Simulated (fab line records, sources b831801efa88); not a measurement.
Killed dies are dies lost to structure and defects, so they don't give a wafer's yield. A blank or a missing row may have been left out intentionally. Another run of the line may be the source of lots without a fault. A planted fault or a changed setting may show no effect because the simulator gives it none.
Matching of chambers ; flow sfqLine ; SFQ_TRILAYER_I1_VIA_ETCH_VIA_ETCH_052 on rieDiel-03 has 4 sister chambers
The step etches SiO2 in CHF3, stops on Nb, target depth 260 nm. 4 wafers are shown with their chamber, then 7 later ones without.

WAFERS WITH THEIR CHAMBER
wafer;chamber;drypumpMotorCurrentA (A)
L690.2;1;6.0
L690.5;3;5.8
L691.2;0;6.5
L691.4;2;5.4

WAFERS WITH NO CHAMBER GIVEN
wafer;drypumpMotorCurrentA (A)
L691.5;6.0
L695.1;5.4
L695.2;6.0
L695.5;5.4
L700.2;5.7
L700.4;6.0
L700.6;5.4

WHICH CHAMBER EACH WENT THROUGH
wafer;from the rows above;in truth
L691.5;1;1
L695.1;2;2
L695.2;1;1
L695.5;2;2
L700.2;3;3
L700.4;1;1
L700.6;2;2
Correctly placed: 7 of 7. Left unplaced by these rows: 0. 0 placed wrongly.
How it was worked out, from the rows above alone: a wafer's distance from a chamber is the root of the sum, over the readings, of the square of ((its reading less the chamber's mean) divided by the reading's scatter). If the next closest chamber is less than 2 further off than the closest, the wafer can't be placed; otherwise it belongs to the closest. The mean given for a chamber averages the wafers shown for that chamber. The scatter (one wafer shown for each chamber): square how far every hidden wafer sits from the nearest shown wafer, average those squares and take the square root.
